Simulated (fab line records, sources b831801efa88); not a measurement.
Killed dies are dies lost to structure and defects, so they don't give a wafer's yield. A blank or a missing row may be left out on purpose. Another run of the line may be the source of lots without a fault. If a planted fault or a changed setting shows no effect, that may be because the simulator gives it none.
Struck lot and sound lot, side by side	flow sky130	43 out of 708 route steps
Sound: wafers L189.2, L189.5, L189.6. Struck: wafer L196.4 (L196.2, L196.3, from the same lot, were not struck and are left out); the cause is given at the end.
Each step with rows lists, per side, the tool, then ch with its chambers, then its first start. Under that, the readings that differ: sound wafers	struck wafers	difference of the means	sigmas: that difference in standard deviations of wafers without a fault.
alike: readings whose means differ by less than 2 such deviations, and words and numbers that are the same on both sides. not compared: withheld readings, readings that some wafer has no value for, bounds like >300 that may hide the same value, and numbers for which the record gives no deviation and whose values overlap.
A row with sigmas, a row that says differs or no value, or rows on one side alone: a step with any of these is where the two part. Numbers that don't overlap but have no deviation are shown without sigmas and don't part them. A reading that every wafer of one side lacks parts them only if that side has two wafers or more.

first, 2 steps without rows for these wafers: SKY_VIA4_PEB_09; SKY_VIA4_DEVELOP_10 (develop time 60 s).
SKY_VIA4_OVL_MEAS_11:
  sound on overlay-01, day 44 04:59; struck on overlay-02, day 45 18:41
reading	sound	struck	difference	sigmas
VIA4_OVL (nm)	-2.0 -0.6 -3.2	1.3	+3.2	+2
SKY_VIA4_ETCH_12: etches SiO2 in C4F8/O2/Ar, stops on TiN, target depth 580 nm.
  sound on rie diel-04 ch 2,3, day 44 05:01; struck on rie diel-04 ch 0, day 45 18:43
  alike: oes product au
then, 4 steps without rows for these wafers: SKY_VIA4_STRIP_13 (strips in O2/N2); SKY_VIA4_STRIP_14 (strips in post etch residue remover, time 1200 s); SKY_VIA4_CLEAN_15 (cleans in IPA, time 180 s); SKY_VIA4_CLEAN_16 (cleans in O3/DIW).
SKY_VIA4_SPUTTER_17: material TiN, target thk 20 nm, time 80 s.
  sound on pvd sputter-03, day 44 06:08; struck on pvd sputter-02, day 45 19:25
  alike: throttle valve pct
then, 1 step without rows for these wafers: SKY_VIA4_CVD_18 (deposits W, target thk 505 nm, time 152.14 s).
SKY_VIA4_RS_MEAS_19: measurement is done with a four-point probe.
  sound on film metro-01, day 44 06:22; struck on film metro-01, day 45 19:39
  alike: VIA4_W_RS
SKY_VIA4_THK_MEAS_20: measures by xrf.
  sound on film metro-01, day 44 06:28; struck on film metro-01, day 45 19:46
  alike: VIA4_W_THK
SKY_VIA4_CMP_21: polishes, stops on SiO2, t overpolish 25 s, target thk 0 nm.
  sound on cmp-01 ch 0,1,2, day 44 06:37; struck on cmp-01 ch 0, day 45 19:49
  alike: motor current A, overpolish run s, time to endpoint s
then, 5 steps without rows for these wafers: SKY_METAL5_SPUTTER_00 (material Ti, target thk 15 nm, time 10 s); SKY_METAL5_SPUTTER_01 (material TiN, target thk 20 nm, time 16.7 s); SKY_METAL5_SPUTTER_02 (material AlCu, target thk 1150 nm, time 61.2 s); SKY_METAL5_SPUTTER_03 (material Ti, target thk 5 nm, time 3.3 s); SKY_METAL5_SPUTTER_04 (material TiN, target thk 70 nm, time 58.3 s).
SKY_METAL5_RS_MEAS_05: measurement is done with a four-point probe.
  sound on film metro-01, day 44 07:01; struck on film metro-01, day 45 20:18
  alike: METAL5_ALCU_RS
SKY_METAL5_THK_MEAS_06: measures by xrf.
  sound on film metro-01, day 44 07:07; struck on film metro-01, day 45 20:25
  alike: METAL5_ALCU_THK
then, 9 steps without rows for these wafers: SKY_METAL5_DEHYDRATE_07 (time 60 s); SKY_METAL5_HMDS_08 (prime time 60 s); SKY_METAL5_COAT_09 (resist thk 1800 nm); SKY_METAL5_SOFTBAKE_10 (time 60 s); SKY_METAL5_EXPOSE_11 (exposes mask MM5, target cd 1600 nm); SKY_METAL5_PEB_12; SKY_METAL5_DEVELOP_13 (develop time 60 s); SKY_METAL5_DESCUM_14 (chemistry O2, time 11 s); SKY_METAL5_METAL_ETCH_15 (etches the open film in Cl2/BCl3, stops on SiO2, target depth 1260 nm, time 252 s).
SKY_METAL5_STRIP_16: strips in O2/N2.
  sound on plasma asher-03 ch 0,1, day 45 04:52; struck on plasma asher-01 ch 0, day 46 17:04
reading	sound	struck	difference	sigmas
drypump motor current A (A)	5.5 6.1 5.5	6.7	+1.0	+2
strip time to endpoint s (s)	13.23 13.22 13.22	12.90	-0.32	-2
  alike: oes product au
  not compared: rf hours counter h
then, 3 steps without rows for these wafers: SKY_METAL5_STRIP_17 (strips in post etch residue remover, time 1200 s); SKY_METAL5_CLEAN_18 (cleans in IPA, time 180 s); SKY_METAL5_CLEAN_19 (cleans in O3/DIW).
SKY_PASSIVATION_CVD_00: deposits SiO2, target thk 90 nm.
  sound on pecvd-04 ch 0,1, day 45 05:27; struck on pecvd-04 ch 1, day 46 17:42
  alike: heater power w
SKY_PASSIVATION_THK_MEAS_01:
  sound on film metro-04, day 45 05:29; struck on film metro-04, day 46 17:44
  alike: PASSIVATION_CVD_00_THK
SKY_PASSIVATION_CVD_02: deposits Si3N4, target thk 540 nm.
  sound on pecvd-01 ch 0,2, day 45 05:32; struck on pecvd-03 ch 0, day 46 17:47
  alike: heater power w
SKY_PASSIVATION_THK_MEAS_03:
  sound on film metro-03, day 45 05:46; struck on film metro-04, day 46 18:01
  alike: PASSIVATION_CVD_02_THK
then, 5 steps without rows for these wafers: SKY_PASSIVATION_DEHYDRATE_04 (time 60 s); SKY_PASSIVATION_HMDS_05 (prime time 60 s); SKY_PASSIVATION_COAT_06 (resist thk 3000 nm); SKY_PASSIVATION_SOFTBAKE_07; SKY_PASSIVATION_EXPOSE_08 (exposes mask NSM, target cd 3000 nm).
SKY_PAD_OPEN_PROBE_99:
  sound on prober-02, day 47 00:46; struck on prober-01, day 48 11:41
reading	sound	struck	difference	sigmas
defect limited yield (%)	81.5 84.1 84.3	26.8	-56.5	-30
killed_at_M0_to_M3	53 46 42	20	-27	-4
killed_at_M4_up	5 5 9	310	+304	+99 or more
killed dies	91 78 77	360	+278	+29
killed on rim	19 11 13	72	+58	+15
killed open	49 38 43	25	-18	-3
sort_bin_3_pad_short (%)	0.6 0.2 1.4	5.3	+4.6	+10
sort_bin_5_function (%)	11.6 10.2 8.9	49.8	+39.6	+28
sort_bin_6_memory (%)	6.3 5.5 5.3	18.1	+12.4	+11
sort n pass	401 414 415	132	-278	-29
sort yield pct (%)	81.5 84.1 84.3	26.8	-56.5	-30
model.etest.tester.sort n pass	401 414 415	132	-278	
model.etest.tester.sort yield pct (%)	81.5 84.15 84.35	26.83	-56.50	
model.etest.tester.sort_bin_5_pct (%)	11.59 10.16 8.943	49.8	+39.6	
model.etest.tester.sort_bin_6_pct (%)	6.301 5.488 5.285	18.09	+12.40	
model.etest.tester.sort_bin_3_pct (%)	0.6098 0.2033 1.423	5.285	+4.540	
  alike: killed at contacts, killed at front end, killed at other, killed short

## WHERE THEY PART
First at SKY_VIA4_OVL_MEAS_11; last, within this record, at SKY_PAD_OPEN_PROBE_99.

WHY: whatever the simulator had introduced
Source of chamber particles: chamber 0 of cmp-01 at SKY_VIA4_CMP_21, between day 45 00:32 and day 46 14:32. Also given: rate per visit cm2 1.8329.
